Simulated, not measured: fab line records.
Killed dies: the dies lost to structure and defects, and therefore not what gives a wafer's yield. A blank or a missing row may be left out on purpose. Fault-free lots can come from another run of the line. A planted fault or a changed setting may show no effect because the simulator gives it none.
fab line records | flow sky130
record lots=6 | wafers=18 | last_day=51
route steps=708 shown SONOS_TUNNEL@156 SONOS_ONO@168 PAD_OPEN@708
lots with no fault: from the same line, run without faults
start_h: start of the lot's first displayed wafer, in hours after the record's first day | wait_h: hours from the lot's prior step to this one | " the same as in the row above | L1.1+2: a row that stands for several wafers | - no value, or no start given | * or withheld: withheld | < > ~ a bound
route shown NAME@n: a module of which the file shows steps, and the number in the route of the first | usual: the fault-free wafers' mean and standard deviation | same: alike in all rows | chamber/n: place in a boat | sites: each site's reading | _std_site: the values' standard deviation | _edge_site: the outer-site mean with the inner-site mean subtracted | radius_mm: for every site, how far away it sits from the centre of the wafer | mask NAME#n: copy n | behind: tool/chamber where the wafer was last shaped | hold: why the lot went on hold/how many hours it stayed there/how the hold came to an end | device: transistor that didn't switch, given as n, p or np | end of line: the same wafers' tests at the end of the route | a step without rows: its recipe alone | killed: the dies lost at the first sort to structure and to defects; this is not the yield of the wafer | map: per-die view of a wafer (x killed, . not killed, _ where there is no die)
set.NAME: setting as actually run; set.NAME@STEP: the setting as run at that earlier step | model.NAME: the simulator's own value behind a step, which no gauge read
lots at selected steps of the route; one table per step, one row per wafer
services: a tool's chamber out of use, with start hour (start_h, from the record's first day; less than 0 if before it), hours out, and reason
## steps
# step SKY_SONOS_TUNNEL_COAT_02
# recipe resist=NOVOLAK | spin_rpm=3000 | resist_thk_nm=1140
# step SKY_SONOS_TUNNEL_SOFTBAKE_03
# recipe temp_c=90 | time_s=60 | resist=NOVOLAK
# step SKY_SONOS_TUNNEL_EXPOSE_04
# recipe mask_id=TUNM | na=0.6 | source_shape=conventional | sigma_outer=0.6 | polarization=unpolarized | target_cd_nm=410 | dose_mj=136
# step SKY_SONOS_TUNNEL_PEB_05
# recipe temp_c=withheld | time_s=* | resist=NOVOLAK
# step SKY_SONOS_TUNNEL_DEVELOP_06
# recipe resist=NOVOLAK | developer=TMAH | develop_time_s=60 | dev_temp_c=23
# step SKY_SONOS_TUNNEL_CD_MEAS_07
# recipe target_cd_nm=410
# usual cd_nm=410/3
lot.wafer | tool      | chamber | start_h | wait_h | cd_nm
L881.3    | cd_sem-01 | -       | 270.20  | 0.1    | 407
L881.5    | "         | -       | "       | "      | 409
L881.6    | "         | -       | "       | "      | 409
L880.2    | cd_sem-01 | -       | 271.73  | 0.1    | 414
L880.3    | "         | -       | "       | "      | 416
L880.6    | "         | -       | "       | "      | 416
L882.3    | cd_sem-02 | -       | 278.53  | 0.1    | 406
L882.5    | "         | -       | "       | "      | 407
L882.6    | "         | -       | "       | "      | 407
L893.3    | cd_sem-02 | -       | 366.95  | 0.1    | 407
L893.4    | "         | -       | "       | "      | 409
L893.6    | "         | -       | "       | "      | 408
L894.2    | cd_sem-02 | -       | 372.76  | 0.1    | 409
L894.3    | "         | -       | "       | "      | 413
L894.6    | "         | -       | "       | "      | 413
L896.2    | cd_sem-02 | -       | 387.63  | 0.1    | 411
L896.5    | "         | -       | "       | "      | 412
L896.6    | "         | -       | "       | "      | 412
# step SKY_SONOS_TUNNEL_OVL_MEAS_08
# usual SONOS_TUNNEL_OVL=0.5/1.9
lot.wafer | tool       | chamber | start_h | wait_h | SONOS_TUNNEL_OVL[nm]
L881.3    | overlay-01 | -       | 270.29  | 0.1    | 0.5
L881.5    | "          | -       | "       | "      | -1.6
L881.6    | "          | -       | "       | "      | -1.0
L880.2    | overlay-01 | -       | 271.83  | 0.1    | -1.8
L880.3    | "          | -       | "       | "      | -1.8
L880.6    | "          | -       | "       | "      | -3.3
L882.3    | overlay-01 | -       | 278.62  | 0.1    | 1.5
L882.5    | "          | -       | "       | "      | 1.4
L882.6    | "          | -       | "       | "      | 0.9
L893.3    | overlay-02 | -       | 367.04  | 0.1    | 3.4
L893.4    | "          | -       | "       | "      | 1.5
L893.6    | "          | -       | "       | "      | 2.8
L894.2    | overlay-01 | -       | 372.87  | 0.1    | 3.4
L894.3    | "          | -       | "       | "      | 5.4
L894.6    | "          | -       | "       | "      | 4.1
L896.2    | overlay-01 | -       | 387.73  | 0.1    | 0.1
L896.5    | "          | -       | "       | "      | -0.9
L896.6    | "          | -       | "       | "      | -1.7
# step SKY_SONOS_TUNNEL_IMPLANT_09
# recipe species=B | energy_kev=20 | dose_cm2=1e+12 | tilt_deg=withheld
# step SKY_SONOS_TUNNEL_WET_ETCH_10
# recipe chemistry=dHF | target_depth_nm=14 | target=SiO2 | dilution=100:1 | temp_c=25 | time_s=280
# step SKY_SONOS_TUNNEL_STRIP_11
# recipe chemistry=SPM | time_s=600 | temp_c=130
# step SKY_SONOS_TUNNEL_TW_MEAS_12
# usual SONOS_TUNNEL_TW=195.9/2.4
lot.wafer | tool          | chamber | start_h | wait_h | SONOS_TUNNEL_TW
L881.3    | film_metro-02 | -       | 270.76  | 0.0    | 197.4
L881.5    | "             | -       | "       | "      | 196.4
L881.6    | "             | -       | "       | "      | 196.7
L880.2    | film_metro-01 | -       | 272.28  | 0.0    | 192.5
L880.3    | "             | -       | "       | "      | 192.3
L880.6    | "             | -       | "       | "      | 192.0
L882.3    | film_metro-01 | -       | 279.09  | 0.0    | 192.5
L882.5    | "             | -       | "       | "      | 192.4
L882.6    | "             | -       | "       | "      | 192.4
L893.3    | film_metro-04 | -       | 367.51  | 0.0    | 196.6
L893.4    | "             | -       | "       | "      | 196.9
L893.6    | "             | -       | "       | "      | 196.3
L894.2    | film_metro-01 | -       | 373.32  | 0.0    | 193.9
L894.3    | "             | -       | "       | "      | 194.9
L894.6    | "             | -       | "       | "      | 194.9
L896.2    | film_metro-01 | -       | 388.19  | 0.0    | 193.2
L896.5    | "             | -       | "       | "      | 193.8
L896.6    | "             | -       | "       | "      | 194.8
# step SKY_SONOS_TUNNEL_CLEAN_13
# recipe chemistry=dHF | time_s=20 | dilution=100:1 | dry=ipa_marangoni
# step SKY_SONOS_ONO_OXIDATION_00
# recipe temp_c=800 | ambient=O2 | idle_temp_c=700 | ramp_up_c_per_min=10 | ramp_down_c_per_min=3 | stabilise_s=600 | purge_s=300 | target_thk_a=26 | ox_time_s=1249
# usual spike_tc_bottom_C=816/5 | spike_tc_lower_C=799.4/1.3 | zone_power_lower_pct=14.92/0.24
lot.wafer | tool       | chamber | start_h | wait_h | spike_tc_bottom_C | spike_tc_lower_C | zone_power_lower_pct
L880.2    | furnace-01 | 0       | 273.67  | 1.3    | 823               | 799.3            | 15.23
L880.3    | "          | 0       | "       | "      | 821               | 798.9            | 15.08
L880.6    | "          | 0       | "       | "      | 821               | 797.1            | 15.06
L881.3    | furnace-02 | 0       | 331.63  | 60.8   | 812               | 801.5            | 14.93
L881.5    | "          | 0       | "       | "      | 812               | 801.4            | 14.71
L881.6    | "          | 0       | "       | "      | 812               | 798.7            | 14.88
L882.3    | furnace-01 | 0       | 341.78  | 62.6   | 821               | 800.0            | 15.09
L882.5    | "          | 0       | "       | "      | 823               | 796.9            | 15.34
L882.6    | "          | 0       | "       | "      | 822               | 797.8            | 15.07
L893.3    | furnace-01 | 0       | 368.45  | 0.9    | 823               | 798.9            | 15.05
L893.4    | "          | 0       | "       | "      | 821               | 796.0            | 15.13
L893.6    | "          | 0       | "       | "      | 822               | 798.2            | 14.85
L894.2    | furnace-01 | 0       | 373.38  | 0.0    | 822               | 799.3            | 15.17
L894.3    | "          | 0       | "       | "      | 822               | 797.6            | 15.27
L894.6    | "          | 0       | "       | "      | 822               | 797.1            | 15.09
L896.2    | furnace-02 | 0       | 388.25  | 0.0    | 813               | 801.1            | 14.71
L896.5    | "          | 0       | "       | "      | 811               | 802.4            | 15.04
L896.6    | "          | 0       | "       | "      | 813               | 799.6            | 14.56
# step SKY_SONOS_ONO_THK_MEAS_01
# recipe reads=SiO2_of_SONOS_ONO_OXIDATION_00
# usual SONOS_ONO_OXIDATION_THK=2.60/0.054
lot.wafer | tool          | chamber | start_h | wait_h | SONOS_ONO_OXIDATION_THK[nm]
L880.2    | film_metro-03 | -       | 275.03  | 0.0    | 2.54
L880.3    | "             | -       | "       | "      | 2.56
L880.6    | "             | -       | "       | "      | 2.58
L881.3    | film_metro-03 | -       | 333.00  | 0.0    | 2.71
L881.5    | "             | -       | "       | "      | 2.70
L881.6    | "             | -       | "       | "      | 2.65
L882.3    | film_metro-02 | -       | 343.14  | 0.0    | 2.58
L882.5    | "             | -       | "       | "      | 2.69
L882.6    | "             | -       | "       | "      | 2.58
L893.3    | film_metro-02 | -       | 369.81  | 0.0    | 2.63
L893.4    | "             | -       | "       | "      | 2.62
L893.6    | "             | -       | "       | "      | 2.59
L894.2    | film_metro-01 | -       | 374.74  | 0.0    | 2.64
L894.3    | "             | -       | "       | "      | 2.65
L894.6    | "             | -       | "       | "      | 2.67
L896.2    | film_metro-02 | -       | 389.61  | 0.0    | 2.56
L896.5    | "             | -       | "       | "      | 2.48
L896.6    | "             | -       | "       | "      | 2.56
# step SKY_PAD_OPEN_PROBE_99
# usual killed_at_M0_to_M3=42/7.3 | killed_at_M4_up=3.4/2 | killed_at_contacts=24/5.8 | killed_at_front_end=15/4.6 | killed_at_other=0.3/0.62 | killed_dies=84/9.8 | killed_open=47/6.9 | killed_short=38/6.3
# same gross_dies=492 | killed_at_back_side=0
lot.wafer | tool      | chamber | start_h | wait_h | killed_at_M0_to_M3 | killed_at_M4_up | killed_at_contacts | killed_at_front_end | killed_at_other | killed_dies | killed_open | killed_short | model.etest.cap_ono.gate_bv_v | model.etest.sonos_baked.vt_v | model.etest.sonos_baked.vt_less_v
L880.2    | prober-02 | -       | 1098.96 | 0.1    | 59                 | 4               | 17                 | 8                   | 0               | 88          | 48          | 40           | 16.61                         | 0.9932                       | -0.5226
L880.3    | prober-02 | -       | 1099.01 | 0.2    | 41                 | 6               | 22                 | 9                   | 0               | 78          | 43          | 35           | 16.41                         | 0.9808                       | -0.4837
L880.6    | prober-02 | -       | 1099.16 | 0.2    | 33                 | 2               | 17                 | 15                  | 0               | 67          | 39          | 28           | 16.34                         | 0.9104                       | -0.5179
L881.3    | prober-01 | -       | 1162.36 | 0.2    | 37                 | 4               | 17                 | 17                  | 0               | 75          | 34          | 41           | 15.32                         | 0.8299                       | -0.585
L881.5    | prober-01 | -       | 1162.46 | 0.2    | 34                 | 3               | 17                 | 19                  | 0               | 73          | 39          | 34           | 15.46                         | 0.8739                       | -0.53
L881.6    | prober-01 | -       | 1162.51 | 0.2    | 46                 | 3               | 19                 | 21                  | 0               | 89          | 51          | 38           | 15.75                         | 0.8302                       | -0.5482
L894.2    | prober-01 | -       | 1172.62 | 0.1    | 40                 | 3               | 27                 | 11                  | 1               | 82          | 45          | 37           | 16.62                         | 0.9999                       | -0.4316
L894.3    | prober-01 | -       | 1172.67 | 0.2    | 35                 | 7               | 36                 | 16                  | 0               | 94          | 51          | 43           | 16.73                         | 0.9313                       | -0.4978
L894.6    | prober-01 | -       | 1172.82 | 0.2    | 30                 | 3               | 20                 | 13                  | 0               | 66          | 33          | 33           | 17                            | 0.9625                       | -0.4865
L893.3    | prober-02 | -       | 1176.01 | 0.2    | 54                 | 2               | 25                 | 9                   | 0               | 90          | 48          | 42           | 16.32                         | 0.9964                       | -0.5
L893.4    | prober-02 | -       | 1176.06 | 0.2    | 52                 | 2               | 28                 | 12                  | 0               | 94          | 49          | 45           | 16.49                         | 0.9434                       | -0.4955
L893.6    | prober-02 | -       | 1176.16 | 0.2    | 41                 | 4               | 23                 | 20                  | 0               | 88          | 46          | 42           | 16.41                         | 1.016                        | -0.5825
L896.2    | prober-01 | -       | 1177.12 | 0.1    | 36                 | 4               | 21                 | 20                  | 0               | 81          | 47          | 34           | 16.83                         | 0.9493                       | -0.5948
L896.5    | prober-01 | -       | 1177.27 | 0.2    | 40                 | 5               | 19                 | 16                  | 0               | 80          | 46          | 34           | 16.72                         | 0.908                        | -0.5021
L896.6    | prober-01 | -       | 1177.32 | 0.2    | 41                 | 2               | 27                 | 21                  | 0               | 91          | 50          | 41           | 16.48                         | 0.9721                       | -0.5101
L882.3    | prober-02 | -       | 1225.30 | 0.2    | 50                 | 1               | 23                 | 13                  | 0               | 87          | 51          | 36           | 15.42                         | 0.8255                       | -0.5363
L882.5    | prober-02 | -       | 1225.40 | 0.2    | 35                 | 1               | 23                 | 9                   | 2               | 70          | 32          | 38           | 15.09                         | 0.8944                       | -0.6769
L882.6    | prober-02 | -       | 1225.45 | 0.2    | 43                 | 2               | 28                 | 13                  | 0               | 86          | 53          | 33           | 14.9                          | 0.8477                       | -0.6697
# killed by level:class
L880.2 VIA1:geometric_particle:open=17 METAL2:geometric_particle:short=8 VIA2:geometric_particle:open=7 CONTACT:geometric_particle:open=6 VIA1:geometric_particle:short=6 VIA3:geometric_particle:open=6 FIELD_ISO:geometric_particle:open=5 LI_CONTACT:geometric_particle:open=5
L880.3 CONTACT:geometric_particle:open=10 VIA1:geometric_particle:open=9 VIA2:geometric_particle:open=8 METAL2:geometric_particle:short=7 LI_CONTACT:geometric_particle:open=4 LOCAL_INTERCONNECT:geometric_particle:short=4 METAL4:geometric_particle:short=4 VIA2:geometric_particle:short=4
L880.6 VIA1:geometric_particle:open=10 FIELD_ISO:geometric_particle:short=5 CONTACT:geometric_particle:short=5 VIA2:geometric_particle:open=5 FIELD_ISO:geometric_particle:open=4 POLY_GATE:geometric_particle:open=4 LI_CONTACT:geometric_particle:open=4 METAL2:geometric_particle:short=4
L881.3 METAL1:geometric_particle:short=9 VIA1:geometric_particle:open=8 POLY_GATE:geometric_particle:short=6 CONTACT:geometric_particle:open=6 METAL2:geometric_particle:short=6 LI_CONTACT:geometric_particle:open=5 POLY_CUT:geometric_particle:short=4 POLY_GATE:geometric_particle:open=3
L881.5 CONTACT:geometric_particle:open=7 POLY_GATE:geometric_particle:short=6 METAL1:geometric_particle:short=5 FIELD_ISO:geometric_particle:open=4 VIA2:geometric_particle:open=4 VIA1:geometric_particle:open=4 METAL3:geometric_particle:short=4 POLY_GATE:geometric_particle:open=3
L881.6 VIA1:geometric_particle:open=13 CONTACT:geometric_particle:open=7 METAL1:geometric_particle:short=7 POLY_GATE:geometric_particle:short=6 VIA3:geometric_particle:open=6 METAL2:geometric_particle:short=5 POLY_GATE:geometric_particle:open=5 VIA2:geometric_particle:open=5
L894.2 VIA1:geometric_particle:open=10 CONTACT:geometric_particle:open=9 LI_CONTACT:geometric_particle:open=7 VIA3:geometric_particle:open=7 METAL1:geometric_particle:short=5 LOCAL_INTERCONNECT:geometric_particle:short=4 CONTACT:geometric_particle:short=4 VIA1:geometric_particle:short=4
L894.3 CONTACT:geometric_particle:open=11 LI_CONTACT:geometric_particle:open=9 CONTACT:geometric_particle:short=6 VIA3:geometric_particle:open=6 VIA1:geometric_particle:open=6 POLY_GATE:geometric_particle:short=5 LOCAL_INTERCONNECT:geometric_particle:short=5 METAL2:geometric_particle:short=5
L894.6 CONTACT:geometric_particle:open=8 METAL2:geometric_particle:short=8 FIELD_ISO:geometric_particle:short=7 VIA1:geometric_particle:open=6 VIA2:geometric_particle:open=6 METAL1:geometric_particle:short=4 LI_CONTACT:geometric_particle:open=4 CONTACT:geometric_particle:short=4
L893.3 VIA1:geometric_particle:open=14 CONTACT:geometric_particle:open=9 LI_CONTACT:geometric_particle:open=8 VIA2:geometric_particle:open=8 METAL1:geometric_particle:short=7 VIA1:geometric_particle:short=6 VIA3:geometric_particle:open=6 LOCAL_INTERCONNECT:geometric_particle:short=5
L893.4 VIA1:geometric_particle:open=14 CONTACT:geometric_particle:open=8 METAL2:geometric_particle:short=8 VIA1:geometric_particle:short=8 LI_CONTACT:geometric_particle:open=7 VIA2:geometric_particle:open=7 CONTACT:geometric_particle:short=6 LOCAL_INTERCONNECT:geometric_particle:short=5
L893.6 CONTACT:geometric_particle:open=9 VIA1:geometric_particle:open=9 VIA3:geometric_particle:open=9 VIA2:geometric_particle:open=7 POLY_GATE:geometric_particle:short=6 LI_CONTACT:geometric_particle:open=6 METAL1:geometric_particle:short=5 FIELD_ISO:geometric_particle:short=4
L896.2 VIA1:geometric_particle:open=10 CONTACT:geometric_particle:open=8 FIELD_ISO:geometric_particle:open=4 FIELD_ISO:geometric_particle:short=4 LI_CONTACT:geometric_particle:open=4 VIA2:geometric_particle:open=4 VIA1:geometric_particle:short=4 METAL2:geometric_particle:short=4
L896.5 CONTACT:geometric_particle:open=11 VIA1:geometric_particle:open=11 FIELD_ISO:geometric_particle:short=5 METAL1:geometric_particle:short=5 VIA2:geometric_particle:open=5 CONTACT:geometric_particle:short=4 METAL4:geometric_particle:short=4 POLY_GATE:geometric_particle:open=3
L896.6 VIA1:geometric_particle:open=13 CONTACT:geometric_particle:open=8 CONTACT:geometric_particle:short=7 FIELD_ISO:geometric_particle:short=6 METAL3:geometric_particle:short=6 LOCAL_INTERCONNECT:geometric_particle:short=5 VIA3:geometric_particle:open=5 VIA1:geometric_particle:short=5
L882.3 VIA1:geometric_particle:open=13 VIA3:geometric_particle:open=9 VIA2:geometric_particle:open=7 CONTACT:geometric_particle:open=7 CONTACT:geometric_particle:short=6 POLY_GATE:geometric_particle:open=4 LI_CONTACT:geometric_particle:short=4 LI_CONTACT:geometric_particle:open=4
L882.5 LI_CONTACT:geometric_particle:open=9 VIA1:geometric_particle:open=9 FIELD_ISO:geometric_particle:short=6 METAL2:geometric_particle:short=6 VIA3:geometric_particle:open=5 CONTACT:geometric_particle:short=5 VIA1:geometric_particle:short=5 CONTACT:geometric_particle:open=4
L882.6 VIA1:geometric_particle:open=11 CONTACT:geometric_particle:open=9 LI_CONTACT:geometric_particle:open=8 VIA2:geometric_particle:open=7 CONTACT:geometric_particle:short=6 VIA1:geometric_particle:short=6 METAL2:geometric_particle:short=5 POLY_GATE:geometric_particle:open=4
## services
tool       | chamber | start_h | hours | kind
furnace-02 | -       | 277.66  | 10.2  | repair
furnace-02 | -       | 344.46  | 12.6  | repair
furnace-01 | -       | 357.73  | 3.4   | pm
furnace-02 | -       | 373.30  | 3.3   | pm
## key
first_sign step=SKY_SONOS_ONO_OXIDATION_00 | reading=wait_h | direction=changed
effect none on later readings
model_effect step=SKY_PAD_OPEN_PROBE_99 | value=etest.cap_ono.gate_bv_v | without=16.57 | struck=15.32
met_at SKY_SONOS_ONO_OXIDATION_00
struck_wafers L881.3,L881.5,L881.6,L882.3,L882.5,L882.6
tester_left_out L881,L882
fault kind=queue_time_violation | tool=furnace-01,furnace-02 | chamber=0 | onset_h=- | steps=SKY_SONOS_ONO_OXIDATION_00 | delay_hr=60 | scope=struck_lots_only
# tester_left_out: of these lots the tester's yield and bins aren't shown, on N5 and GAA mostly nor the transistor test; their killed dies are dies lost to structure and defects alone, not to doping, threshold or leakage, so they don't give the yield
